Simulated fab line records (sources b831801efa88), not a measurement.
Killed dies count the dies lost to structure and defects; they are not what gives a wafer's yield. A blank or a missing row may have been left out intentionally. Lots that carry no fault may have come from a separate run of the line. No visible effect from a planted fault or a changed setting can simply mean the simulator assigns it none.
fab line records	flow gf180mcu	part 1 of 2: steps 1 to 30 of 41
record: lots: 5	wafers: 15	last-day: 34
route steps=602 shown PSD@252 NSD@262 SAB@264 SALICIDE@278 CONTACT@287
lots untouched by any fault: they come from a run of this same line in which no faults occurred
start-h: hours from the record's opening day to when the first of the lot's shown wafers began	wait-h: hours since the lot's step before	" unchanged from the row above	L1.1+2: several wafers, shown together as one row	- value missing, or start not given	* or withheld: withheld	< > ~ a bound
route shown NAME@n: NAME is a module with steps in the file, n the number in the route of the first one	usual: mean/standard deviation of fault-free wafers	same: alike in all rows	chamber/n: place in a boat	sites: readings site by site	_std_site: standard deviation across them	_edge_site: the outer-site mean with the inner-site mean subtracted	radius-mm: how far each site lies from the wafer's centre	mask NAME#n: copy n	behind: tool/chamber where the wafer was last shaped	hold: reason for holding the lot/hours on hold/outcome of the hold	device: names the non-switching transistor (n, p or np)	end of line: the tests these same wafers got at the end of their route	a step given without rows: its recipe and nothing more	killed: the dies lost at the first sort to structure and to defects; this is not the yield of the wafer	map: the dies of a wafer, with x for killed, . for not killed, _ for no die there
set.NAME: the setting the step ran with; set.NAME@STEP: the setting that earlier step ran with	model.NAME: the simulator's own value behind a step, which no gauge read
lots at some steps of the route; a table a step, a row a wafer
services: a tool's chamber out of use, with start hour (start-h, from the record's first day; less than 0 if before it), hours out, and reason
== steps ==
step: GF_PSD_EXPOSE_04
recipe: mask-id: Pplus	target-cd-nm: 400	na: 0.6	source-shape: conventional	sigma-outer: 0.6	dose-mj: 140
lot.wafer	tool	chamber	start-h	wait-h	mask
L076.1+4+6	iline-stepper-01	0	-	-	Pplus#0
L084.4+5+6	iline-stepper-01	0	-	-	Pplus#0
L086.1+4+6	iline-stepper-01	0	-	-	Pplus#0
L092.1+2+4	iline-stepper-01	0	-	-	Pplus#0
L097.3+5+6	iline-stepper-02	0	-	-	Pplus#0
step: GF_PSD_PEB_05
recipe: temp-c: withheld	time-s: *	resist: NOVOLAK
lot.wafer	tool	chamber	start-h	wait-h
L076.1+4+6	litho-track-04	0	-	-
L084.4+5+6	litho-track-02	0	-	-
L086.1+4+6	litho-track-02	0	-	-
L092.1+2+4	litho-track-03	0	-	-
L097.3+5+6	litho-track-03	0	-	-
step: GF_PSD_DEVELOP_06
recipe: develop-time-s: 60	dev-temp-c: 23
lot.wafer	tool	chamber	start-h	wait-h
L076.1+4+6	litho-track-04	0	336.07	0.1
L084.4+5+6	litho-track-02	0	407.74	0.1
L086.1+4+6	litho-track-02	0	427.72	0.1
L092.1+2+4	litho-track-03	0	477.15	0.1
L097.3+5+6	litho-track-03	0	517.60	0.1
step: GF_PSD_CD_MEAS_07
recipe: target-cd-nm: 400
usual: cd-nm: 400.5/2.4
lot.wafer	tool	chamber	start-h	wait-h	cd-nm
L076.1	cd-sem-02	-	336.31	0.2	400.1
L076.4	"	-	"	"	398.4
L076.6	"	-	"	"	397.5
L084.4	cd-sem-01	-	407.92	0.2	400.7
L084.5	"	-	"	"	403.0
L084.6	"	-	"	"	401.2
L086.1	cd-sem-01	-	427.87	0.1	397.2
L086.4	"	-	"	"	397.0
L086.6	"	-	"	"	397.1
L092.1	cd-sem-02	-	477.30	0.1	400.0
L092.2	"	-	"	"	401.1
L092.4	"	-	"	"	402.0
L097.3	cd-sem-01	-	517.74	0.1	400.3
L097.5	"	-	"	"	399.7
L097.6	"	-	"	"	400.9
step: GF_PSD_OVL_MEAS_08
usual: PSD_OVL: 0.1/1.2
lot.wafer	tool	chamber	start-h	wait-h	PSD_OVL[nm]
L076.1	overlay-02	-	336.43	0.1	-1.7
L076.4	"	-	"	"	-0.9
L076.6	"	-	"	"	-1.5
L084.4	overlay-01	-	408.00	0.1	1.1
L084.5	"	-	"	"	1.2
L084.6	"	-	"	"	1.8
L086.1	overlay-02	-	427.99	0.1	1.2
L086.4	"	-	"	"	0.5
L086.6	"	-	"	"	1.3
L092.1	overlay-02	-	477.42	0.1	-0.7
L092.2	"	-	"	"	1.0
L092.4	"	-	"	"	0.8
L097.3	overlay-01	-	517.83	0.1	1.6
L097.5	"	-	"	"	1.6
L097.6	"	-	"	"	-0.6
step: GF_PSD_IMPLANT_09
recipe: species: BF2	energy-kev: 40	dose-cm2: 1.5e+15	tilt-deg: 7
lot.wafer	tool	chamber	start-h	wait-h
L076.1+4+6	implanter-02	0	336.47	0.0
L084.4+5+6	implanter-01	0	408.09	0.1
L086.1+4+6	implanter-02	0	428.02	0.0
L092.1+2+4	implanter-02	0	477.45	0.0
L097.3+5+6	implanter-01	0	517.90	0.1
step: GF_PSD_STRIP_10
recipe: chemistry: O2/N2	power-w: 1400	pressure-mtorr: 1500	platen-temp-c: 250	o2-flow-sccm: 3000	n2-flow-sccm: 300	overash-fraction: 0.5
usual: drypump-motor-current-A: 5.8/0.34	heater-power-w: 316/36	oes-product-au: 0.592/0.0044	strip-time-to-endpoint-s: 16.56/0.044
same: overash-fraction: 0.5
lot.wafer	tool	chamber	start-h	wait-h	drypump-motor-current-A	heater-power-w	oes-product-au	rf-hours-counter-h	strip-time-to-endpoint-s
L076.1	plasma-asher-01	1	336.62	0.1	5.3	314	0.594	18	16.65
L076.4	"	1	"	"	5.3	325	0.587	-	16.58
L076.6	"	0	"	"	5.2	324	0.594	-	16.62
L084.4	plasma-asher-02	1	408.20	0.1	5.9	344	0.592	-	16.57
L084.5	"	1	"	"	6.0	337	0.599	-	16.54
L084.6	"	0	"	"	6.2	371	0.591	-	16.52
L086.1	plasma-asher-02	0	428.17	0.1	6.2	384	0.593	65	16.59
L086.4	"	1	"	"	6.0	340	0.596	-	16.60
L086.6	"	0	"	"	6.2	372	0.592	-	16.62
L092.1	plasma-asher-03	0	477.60	0.1	6.0	325	0.586	84	16.47
L092.2	"	1	"	"	5.9	258	0.587	84	16.47
L092.4	"	1	"	"	5.9	259	0.593	-	16.51
L097.3	plasma-asher-03	0	518.04	0.1	6.0	322	0.596	-	16.50
L097.5	"	0	"	"	5.9	327	0.596	-	16.51
L097.6	"	1	"	"	5.9	260	0.585	-	16.51
step: GF_PSD_TW_MEAS_11
usual: PSD_TW: 3209/19
lot.wafer	tool	chamber	start-h	wait-h	PSD_TW
L076.1	film-metro-01	-	336.72	0.1	3237
L076.4	"	-	"	"	3234
L076.6	"	-	"	"	3200
L084.4	film-metro-01	-	408.30	0.1	3209
L084.5	"	-	"	"	3197
L084.6	"	-	"	"	3188
L086.1	film-metro-01	-	428.27	0.1	3205
L086.4	"	-	"	"	3189
L086.6	"	-	"	"	3187
L092.1	film-metro-04	-	477.70	0.1	3191
L092.2	"	-	"	"	3207
L092.4	"	-	"	"	3193
L097.3	film-metro-02	-	518.12	0.1	3241
L097.5	"	-	"	"	3246
L097.6	"	-	"	"	3230
step: GF_PSD_CLEAN_12
recipe: chemistry: SC1/SC2	mix: 1:4:20	temp-c: 70	time-s: 150	dry: n2-spin
lot.wafer	tool	chamber	start-h	wait-h
L076.1+4+6	wet-bench-03	0	336.78	0.1
L084.4+5+6	wet-bench-01	2	408.33	0.0
L086.1+4+6	wet-bench-04	3	428.33	0.1
L092.1+2+4	wet-bench-01	0	477.76	0.1
L097.3+5+6	wet-bench-01	0	518.16	0.0
step: GF_PSD_RTA_13
recipe: temp-c: 1025	time-s: 20	ambient: N2
usual: lamp-power-pct: 37.8/2.8	wafer_temp_C_max: 1029.2/1.5
lot.wafer	tool	chamber	start-h	wait-h	lamp-power-pct	wafer_temp_C_max
L076.1	rtp-anneal-02	0	336.83	0.0	40.4	1026.9
L076.4	"	0	"	"	40.4	1027.7
L076.6	"	0	"	"	40.4	1028.4
L084.4	rtp-anneal-01	0	408.42	0.0	34.7	1034.1
L084.5	"	0	"	"	34.7	1032.1
L084.6	"	0	"	"	34.8	1032.5
L086.1	rtp-anneal-02	0	428.38	0.0	40.4	1027.9
L086.4	"	0	"	"	40.4	1027.5
L086.6	"	0	"	"	40.4	1027.7
L092.1	rtp-anneal-02	0	477.81	0.0	40.4	1027.5
L092.2	"	0	"	"	40.4	1028.0
L092.4	"	0	"	"	40.4	1029.0
L097.3	rtp-anneal-02	0	518.24	0.0	40.3	1028.8
L097.5	"	0	"	"	40.3	1027.8
L097.6	"	0	"	"	40.3	1028.4
step: GF_PSD_RS_MEAS_14
recipe: thk-meas-gauge: four-point-probe
usual: NSD_RS: 46.16/0.085
lot.wafer	tool	chamber	start-h	wait-h	NSD_RS[ohm/sq]
L076.1	film-metro-04	-	336.92	0.1	46.19
L076.4	"	-	"	"	46.06
L076.6	"	-	"	"	46.16
L084.4	film-metro-01	-	408.52	0.1	46.14
L084.5	"	-	"	"	46.18
L084.6	"	-	"	"	46.13
L086.1	film-metro-02	-	428.47	0.1	46.15
L086.4	"	-	"	"	46.19
L086.6	"	-	"	"	46.25
L092.1	film-metro-04	-	477.90	0.1	46.04
L092.2	"	-	"	"	46.06
L092.4	"	-	"	"	46.08
L097.3	film-metro-01	-	518.34	0.1	46.21
L097.5	"	-	"	"	46.23
L097.6	"	-	"	"	46.28
step: GF_PSD_RS_MEAS_15
recipe: thk-meas-gauge: four-point-probe
usual: PSD_RS: 108.57/0.29
lot.wafer	tool	chamber	start-h	wait-h	PSD_RS[ohm/sq]
L076.1	film-metro-04	-	337.04	0.1	108.01
L076.4	"	-	"	"	108.45
L076.6	"	-	"	"	108.24
L084.4	film-metro-01	-	408.64	0.1	109.06
L084.5	"	-	"	"	108.97
L084.6	"	-	"	"	108.69
L086.1	film-metro-02	-	428.59	0.1	108.59
L086.4	"	-	"	"	108.66
L086.6	"	-	"	"	108.70
L092.1	film-metro-04	-	478.02	0.1	107.89
L092.2	"	-	"	"	107.81
L092.4	"	-	"	"	108.10
L097.3	film-metro-01	-	518.46	0.1	108.70
L097.5	"	-	"	"	108.92
L097.6	"	-	"	"	108.94
step: GF_SAB_CVD_00
recipe: material: SiO2	target-thk-nm: 50	precursor: TEOS	temp-c: 400	time-s: 4.9302	rf-w: 600
usual: heater-power-outer-w: 406/64	heater-power-w: 666/70
lot.wafer	tool	chamber	start-h	wait-h	heater-power-outer-w	heater-power-w
L076.1	pecvd-01	2	337.16	0.1	461	684
L076.4	"	0	"	"	475	766
L076.6	"	2	"	"	462	692
L084.4	pecvd-01	1	408.71	0.0	264	494
L084.5	"	2	"	"	460	681
L084.6	"	0	"	"	463	737
L086.1	pecvd-04	1	428.71	0.1	415	694
L086.4	"	2	"	"	368	642
L086.6	"	1	"	"	419	701
L092.1	pecvd-01	1	478.14	0.1	367	636
L092.2	"	2	"	"	464	673
L092.4	"	2	"	"	447	676
L097.3	pecvd-01	0	518.54	0.1	399	659
L097.5	"	0	"	"	419	648
L097.6	"	1	"	"	355	612
step: GF_SAB_THK_MEAS_01
recipe: reads: SiO2_of_SAB_CVD_00
usual: SAB_CVD_00_THK: 50.1/0.77
lot.wafer	tool	chamber	start-h	wait-h	SAB_CVD_00_THK[nm]
L076.1	film-metro-03	-	337.18	0.0	50.3
L076.4	"	-	"	"	49.7
L076.6	"	-	"	"	50.9
L084.4	film-metro-03	-	408.75	0.0	49.7
L084.5	"	-	"	"	49.9
L084.6	"	-	"	"	49.9
L086.1	film-metro-01	-	428.73	0.0	49.1
L086.4	"	-	"	"	49.5
L086.6	"	-	"	"	50.1
L092.1	film-metro-01	-	478.17	0.0	50.6
L092.2	"	-	"	"	49.7
L092.4	"	-	"	"	50.1
L097.3	film-metro-03	-	518.58	0.0	49.9
L097.5	"	-	"	"	50.5
L097.6	"	-	"	"	51.4
step: GF_SAB_DEHYDRATE_02
recipe: temp-c: 200	time-s: 60
usual: heater-power-total-W: 160.37/0.12	plate-temp-C: 200.01/0.14
lot.wafer	tool	chamber	start-h	wait-h	heater-power-total-W	plate-temp-C
L076.1	litho-track-03	0	347.65	10.5	160.33	199.99
L076.4	"	0	"	"	160.42	200.21
L076.6	"	0	"	"	160.35	200.24
L084.4	litho-track-03	0	419.72	11.0	160.47	199.65
L084.5	"	0	"	"	160.16	199.97
L084.6	"	0	"	"	160.42	199.83
L086.1	litho-track-02	0	440.17	11.4	160.46	199.96
L086.4	"	0	"	"	160.20	200.21
L086.6	"	0	"	"	160.38	200.03
L092.1	litho-track-02	0	489.26	11.1	160.54	200.04
L092.2	"	0	"	"	160.55	200.15
L092.4	"	0	"	"	160.16	199.95
L097.3	litho-track-03	0	529.45	10.9	160.26	199.85
L097.5	"	0	"	"	160.51	199.95
L097.6	"	0	"	"	160.36	199.87
step: GF_SAB_HMDS_03
recipe: prime-time-s: 60	prime-temp-c: 120
lot.wafer	tool	chamber	start-h	wait-h
L076.1+4+6	litho-track-03	0	347.80	0.1
L084.4+5+6	litho-track-03	0	419.87	0.1
L086.1+4+6	litho-track-02	0	440.32	0.1
L092.1+2+4	litho-track-02	0	489.41	0.1
L097.3+5+6	litho-track-03	0	529.60	0.1
step: GF_SAB_COAT_04
recipe: resist: NOVOLAK	spin-rpm: 3000	resist-thk-nm: 1000
lot.wafer	tool	chamber	start-h	wait-h
L076.1+4+6	litho-track-03	0	347.95	0.1
L084.4+5+6	litho-track-03	0	420.02	0.1
L086.1+4+6	litho-track-02	0	440.47	0.1
L092.1+2+4	litho-track-02	0	489.56	0.1
L097.3+5+6	litho-track-03	0	529.75	0.1
step: GF_SAB_SOFTBAKE_05
recipe: temp-c: 90	time-s: 60	resist: NOVOLAK
usual: heater-power-total-W: 56.59/0.045	plate-temp-C: 89.99/0.13
lot.wafer	tool	chamber	start-h	wait-h	heater-power-total-W	plate-temp-C
L076.1	litho-track-03	0	348.10	0.1	56.61	90.00
L076.4	"	0	"	"	56.52	89.92
L076.6	"	0	"	"	56.64	90.15
L084.4	litho-track-03	0	420.17	0.1	56.57	89.97
L084.5	"	0	"	"	56.62	89.80
L084.6	"	0	"	"	56.57	90.10
L086.1	litho-track-02	0	440.62	0.1	56.54	89.90
L086.4	"	0	"	"	56.59	90.02
L086.6	"	0	"	"	56.61	89.83
L092.1	litho-track-02	0	489.71	0.1	56.63	90.17
L092.2	"	0	"	"	56.63	89.87
L092.4	"	0	"	"	56.64	89.77
L097.3	litho-track-03	0	529.90	0.1	56.56	90.01
L097.5	"	0	"	"	56.65	90.04
L097.6	"	0	"	"	56.59	89.99
step: GF_SAB_EXPOSE_06
recipe: mask-id: SAB	target-cd-nm: 420	na: 0.6	source-shape: conventional	sigma-outer: 0.6	dose-mj: 140
lot.wafer	tool	chamber	start-h	wait-h	mask
L076.1+4+6	iline-stepper-01	0	-	-	SAB#0
L084.4+5+6	iline-stepper-01	0	-	-	SAB#0
L086.1+4+6	iline-stepper-02	0	-	-	SAB#0
L092.1+2+4	iline-stepper-01	0	-	-	SAB#0
L097.3+5+6	iline-stepper-02	0	-	-	SAB#0
step: GF_SAB_PEB_07
recipe: temp-c: withheld	time-s: *	resist: NOVOLAK
lot.wafer	tool	chamber	start-h	wait-h
L076.1+4+6	litho-track-03	0	-	-
L084.4+5+6	litho-track-03	0	-	-
L086.1+4+6	litho-track-02	0	-	-
L092.1+2+4	litho-track-01	0	-	-
L097.3+5+6	litho-track-02	0	-	-
step: GF_SAB_DEVELOP_08
recipe: develop-time-s: 60	dev-temp-c: 23
lot.wafer	tool	chamber	start-h	wait-h
L076.1+4+6	litho-track-03	0	358.60	0.1
L084.4+5+6	litho-track-03	0	432.32	0.1
L086.1+4+6	litho-track-02	0	453.27	0.1
L092.1+2+4	litho-track-01	0	501.79	0.1
L097.3+5+6	litho-track-02	0	541.46	0.1
step: GF_SAB_CD_MEAS_09
recipe: target-cd-nm: 420
usual: cd-nm: 420.1/2.4
lot.wafer	tool	chamber	start-h	wait-h	cd-nm
L076.1	cd-sem-02	-	358.75	0.1	418.0
L076.4	"	-	"	"	419.4
L076.6	"	-	"	"	417.5
L084.4	cd-sem-01	-	432.46	0.1	420.2
L084.5	"	-	"	"	420.7
L084.6	"	-	"	"	422.1
L086.1	cd-sem-01	-	453.42	0.1	418.1
L086.4	"	-	"	"	415.8
L086.6	"	-	"	"	413.3
L092.1	cd-sem-02	-	501.94	0.1	413.7
L092.2	"	-	"	"	413.5
L092.4	"	-	"	"	416.5
L097.3	cd-sem-01	-	541.60	0.1	423.1
L097.5	"	-	"	"	421.3
L097.6	"	-	"	"	421.4
step: GF_SAB_OVL_MEAS_10
usual: SAB_OVL: -0.4/1.5
lot.wafer	tool	chamber	start-h	wait-h	SAB_OVL[nm]
L076.1	overlay-02	-	358.87	0.1	-0.4
L076.4	"	-	"	"	1.3
L076.6	"	-	"	"	0.2
L084.4	overlay-02	-	432.54	0.1	0.7
L084.5	"	-	"	"	1.9
L084.6	"	-	"	"	1.4
L086.1	overlay-02	-	453.54	0.1	-2.4
L086.4	"	-	"	"	-2.0
L086.6	"	-	"	"	-2.3
L092.1	overlay-01	-	502.06	0.1	-0.9
L092.2	"	-	"	"	1.0
L092.4	"	-	"	"	-0.5
L097.3	overlay-02	-	541.70	0.1	-3.5
L097.5	"	-	"	"	-2.4
L097.6	"	-	"	"	-1.3
step: GF_SAB_ETCH_11
recipe: chemistry: C4F8/O2/Ar	mask-material: NOVOLAK	target: SiO2	target-depth-nm: 55	source-w: 1500	bias-w: 1200	pressure-mtorr: 40	c4f8-flow-sccm: withheld	O2_flow_sccm: 6	Ar_flow_sccm: 300	time-s: 8.5
usual: oes-product-au: 1.003/0.014
lot.wafer	tool	chamber	start-h	wait-h	oes-product-au	rf-hours-counter-h
L076.1	rie-diel-02	1	358.91	0.0	0.997	1
L076.4	"	2	"	"	1.001	49
L076.6	"	1	"	"	0.987	-
L084.4	rie-diel-02	2	432.55	0.0	1.002	51
L084.5	"	3	"	"	1.015	-
L084.6	"	0	"	"	0.987	-
L086.1	rie-diel-02	3	453.57	0.0	1.028	70
L086.4	"	0	"	"	0.988	21
L086.6	"	3	"	"	1.008	-
L092.1	rie-diel-01	2	502.10	0.0	1.018	59
L092.2	"	1	"	"	0.973	4
L092.4	"	0	"	"	1.016	8
L097.3	rie-diel-01	0	541.72	0.0	1.014	9
L097.5	"	0	"	"	1.016	-
L097.6	"	1	"	"	0.996	-
step: GF_SAB_WET_ETCH_12
recipe: chemistry: dHF	target-depth-nm: 22	dry: n2-spin	target: SiO2	temp-c: 25	dilution: 100:1	time-s: 440
lot.wafer	tool	chamber	start-h	wait-h
L076.1+4+6	wet-bench-04	2	358.93	0.0
L084.4+5+6	wet-bench-02	2	432.58	0.0
L086.1+4+6	wet-bench-04	2	453.59	0.0
L092.1+2+4	wet-bench-03	1	502.12	0.0
L097.3+5+6	wet-bench-02	3	541.74	0.0
step: GF_SAB_STRIP_13
recipe: chemistry: O2/N2	power-w: 1400	pressure-mtorr: 1500	platen-temp-c: 250	o2-flow-sccm: 3000	n2-flow-sccm: 300	overash-fraction: 0.5
usual: drypump-motor-current-A: 6.0/0.35	heater-power-w: 330/38	oes-product-au: 0.710/0.0047	strip-time-to-endpoint-s: 12.622/0.028
same: overash-fraction: 0.5
lot.wafer	tool	chamber	start-h	wait-h	drypump-motor-current-A	heater-power-w	oes-product-au	rf-hours-counter-h	strip-time-to-endpoint-s
L076.1	plasma-asher-03	0	359.06	0.0	5.9	314	0.712	72	12.676
L076.4	"	1	"	"	5.9	263	0.705	-	12.690
L076.6	"	1	"	"	5.9	260	0.710	-	12.667
L084.4	plasma-asher-02	0	432.75	0.0	6.2	381	0.711	-	12.640
L084.5	"	1	"	"	5.9	328	0.713	-	12.660
L084.6	"	0	"	"	6.2	370	0.712	-	12.639
L086.1	plasma-asher-02	1	453.72	0.0	5.9	340	0.708	68	12.626
L086.4	"	1	"	"	6.0	337	0.707	-	12.650
L086.6	"	0	"	"	6.2	383	0.712	-	12.627
L092.1	plasma-asher-02	0	502.25	0.0	6.2	390	0.709	73	12.604
L092.2	"	1	"	"	6.0	334	0.706	73	12.648
L092.4	"	0	"	"	6.2	376	0.705	-	12.635
L097.3	plasma-asher-04	0	541.91	0.0	5.1	317	0.712	-	12.619
L097.5	"	1	"	"	6.6	352	0.707	-	12.585
L097.6	"	0	"	"	5.1	314	0.714	-	12.594
step: GF_SALICIDE_CLEAN_00
recipe: chemistry: SC1/SC2	mix: 1:4:20	temp-c: 70	time-s: 150
lot.wafer	tool	chamber	start-h	wait-h
L076.1+4+6	wet-bench-02	2	359.16	0.1
L084.4+5+6	wet-bench-04	3	432.82	0.0
L086.1+4+6	wet-bench-01	2	453.82	0.1
L092.1+2+4	wet-bench-04	2	502.35	0.1
L097.3+5+6	wet-bench-01	1	541.97	0.0
step: GF_SALICIDE_WET_ETCH_01
recipe: chemistry: dHF	target-depth-nm: 5	dry: ipa-marangoni	target: SiO2	temp-c: 25	dilution: 100:1	time-s: 100
lot.wafer	tool	chamber	start-h	wait-h
L076.1+4+6	wet-bench-01	0	359.22	0.0
L084.4+5+6	wet-bench-02	3	432.87	0.0
L086.1+4+6	wet-bench-02	3	453.93	0.0
L092.1+2+4	wet-bench-01	1	502.41	0.0
L097.3+5+6	wet-bench-02	0	542.02	0.0
step: GF_SALICIDE_SPUTTER_02
recipe: material: Co	target-thk-nm: 10	power-w: 1000	time-s: 20	chamber-pressure-pa: 0.4
usual: throttle-valve-pct: 30.2/0.61
lot.wafer	tool	chamber	start-h	wait-h	throttle-valve-pct
L076.1	pvd-sputter-03	-	359.25	0.0	30.9
L076.4	"	-	"	"	29.5
L076.6	"	-	"	"	30.4
L084.4	pvd-sputter-04	-	432.91	0.0	30.7
L084.5	"	-	"	"	30.2
L084.6	"	-	"	"	30.5
L086.1	pvd-sputter-04	-	453.97	0.0	30.0
L086.4	"	-	"	"	30.6
L086.6	"	-	"	"	30.4
L092.1	pvd-sputter-01	-	502.44	0.0	30.6
L092.2	"	-	"	"	30.2
L092.4	"	-	"	"	30.3
L097.3	pvd-sputter-04	-	542.06	0.0	30.5
L097.5	"	-	"	"	30.9
L097.6	"	-	"	"	30.4
step: GF_SALICIDE_SPUTTER_03
recipe: material: TiN	target-thk-nm: 20	power-w: 6500	time-s: 16.7	chamber-pressure-pa: 0.4
usual: throttle-valve-pct: 30.2/0.63
lot.wafer	tool	chamber	start-h	wait-h	throttle-valve-pct
L076.1	pvd-sputter-03	-	359.28	0.0	31.0
L076.4	"	-	"	"	29.4
L076.6	"	-	"	"	30.1
L084.4	pvd-sputter-04	-	432.94	0.0	31.0
L084.5	"	-	"	"	30.0
L084.6	"	-	"	"	30.8
L086.1	pvd-sputter-04	-	454.00	0.0	30.3
L086.4	"	-	"	"	30.7
L086.6	"	-	"	"	30.2
L092.1	pvd-sputter-01	-	502.47	0.0	30.5
L092.2	"	-	"	"	30.1
L092.4	"	-	"	"	30.5
L097.3	pvd-sputter-04	-	542.09	0.0	30.6
L097.5	"	-	"	"	30.8
L097.6	"	-	"	"	30.4
